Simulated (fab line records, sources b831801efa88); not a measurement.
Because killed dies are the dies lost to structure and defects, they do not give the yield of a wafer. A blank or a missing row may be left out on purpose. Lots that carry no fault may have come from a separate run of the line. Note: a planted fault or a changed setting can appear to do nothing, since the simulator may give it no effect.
What tool caused it? -- flow gf180mcu -- 13 lots, 39 wafers sampled, at 3 steps of a route of 602

== WHAT EACH GAUGE READ, for each wafer ==
GF_V3_CD_MEAS_14: the cd target is 260 nm. Usual: cd_nm at 259.9 nm, with a standard deviation of 1.2.
lot,measured,on,cd_nm (nm),flag
L947,day 22 08:26,cd_sem-02,259.6 257.9 258.7,
L948,day 23 09:24,cd_sem-02,260.3 260.1 260.8,
L950,day 23 17:11,cd_sem-02,259.6 259.0 259.1,
L951,day 24 03:33,cd_sem-01,259.9 260.8 260.0,
L953,day 24 15:52,cd_sem-01,259.0 260.5 260.9,
L956,day 25 23:56,cd_sem-02,260.8 262.3 260.3,
L957,day 26 00:53,cd_sem-01,257.6 259.3 258.7,
L959,day 26 12:03,cd_sem-01,259.9 258.8 259.2,
L960,day 26 18:52,cd_sem-01,260.2 260.2 259.8,
L961,day 27 03:17,cd_sem-02,261.1 260.2 261.4,
L963,day 27 16:21,cd_sem-01,259.9 259.8 259.1,
L966,day 28 14:35,cd_sem-01,259.6 258.7 259.0,
L970,day 29 13:57,cd_sem-02,258.5 259.5 259.9,

GF_M4_RS_MEAS_05: the measuring method here is four-point-probe. Usual: M4_ALCU_RS typically reads 0.0695 ohm/sq, with standard deviation 0.00071.
lot,measured,on,M4_ALCU_RS (ohm/sq),flag
L947,day 22 10:11,film_metro-04,0.0695 0.0684 0.0685,
L948,day 23 11:08,film_metro-04,0.0692 0.0699 0.0697,
L950,day 23 18:58,film_metro-03,0.0709 0.0700 0.0708,
L951,day 24 05:23,film_metro-01,0.0706 0.0686 0.0688,
L953,day 24 17:35,film_metro-03,0.0699 0.0690 0.0703,
L956,day 26 01:41,film_metro-03,0.0698 0.0697 0.0695,
L957,day 26 02:37,film_metro-04,0.0698 0.0691 0.0691,
L959,day 26 13:52,film_metro-03,0.0678 0.0686 0.0686,
L960,day 26 20:35,film_metro-03,0.0700 0.0708 0.0715,
L961,day 27 05:01,film_metro-04,0.0677 0.0681 0.0684,
L963,day 27 18:13,film_metro-03,0.0692 0.0704 0.0697,
L966,day 28 16:48,film_metro-01,0.0701 0.0691 0.0690,
L970,day 29 15:47,film_metro-03,0.0698 0.0699 0.0698,

== WHAT TOOL EACH LOT RAN ON (gives the tool, then ch and the chambers of the sampled wafers, and finally the start) ==
lot,GF_M4_SPUTTER_04
L947,"pvd_sputter-02, day 22 10:08"
L948,"pvd_sputter-02, day 23 11:05"
L950,"pvd_sputter-01, day 23 18:52"
L951,"pvd_sputter-03, day 24 05:21"
L953,"pvd_sputter-01, day 24 17:33"
L956,"pvd_sputter-02, day 26 01:39"
L957,"pvd_sputter-03, day 26 02:35"
L959,"pvd_sputter-03, day 26 13:45"
L960,"pvd_sputter-01, day 26 20:33"
L961,"pvd_sputter-03, day 27 04:59"
L963,"pvd_sputter-01, day 27 18:10"
L966,"pvd_sputter-01, day 28 16:43"
L970,"pvd_sputter-01, day 29 15:44"
- GF_M4_SPUTTER_04: material TiN, target thk 50 nm, time 41.7 s.

== AS READ BY THE TOOLS THEMSELVES (means over the sampled wafers that have a number; for cases with no such wafer, the mark the record gives instead) ==
GF_M4_SPUTTER_04. Usual: throttle_valve_pct at 30.2 %, with a standard deviation of 1.
lot,tool,throttle_valve_pct (%),flag
L947,pvd_sputter-02,29.4,
L948,pvd_sputter-02,30.6,
L950,pvd_sputter-01,30.8,
L951,pvd_sputter-03,29.4,
L953,pvd_sputter-01,30.6,
L956,pvd_sputter-02,29.5,
L957,pvd_sputter-03,29.5,
L959,pvd_sputter-03,28.9,
L960,pvd_sputter-01,30.7,
L961,pvd_sputter-03,30.0,
L963,pvd_sputter-01,30.4,
L966,pvd_sputter-01,30.0,
L970,pvd_sputter-01,29.9,

== THE ANSWER, worked out from the rows above alone ==
Rule: a lot counts as off when the mean over its wafers that have a number is more than 3 standard deviations away from the usual mean. Also off: a lot with no number at a reading for which 4 or more lots have one. Any other lot the step has rows for is counted as sound. First the gauges in route order, then the tools' own readings, where a lot's mean is used as printed above. The first step at which some lot is off is used, and at that step the reading that is off furthest; a lot without a number counts as furthest.
Across all readings shown, no lot is off: no conclusion can be drawn from this.

== WHAT THE SIMULATOR HAD INSERTED ==
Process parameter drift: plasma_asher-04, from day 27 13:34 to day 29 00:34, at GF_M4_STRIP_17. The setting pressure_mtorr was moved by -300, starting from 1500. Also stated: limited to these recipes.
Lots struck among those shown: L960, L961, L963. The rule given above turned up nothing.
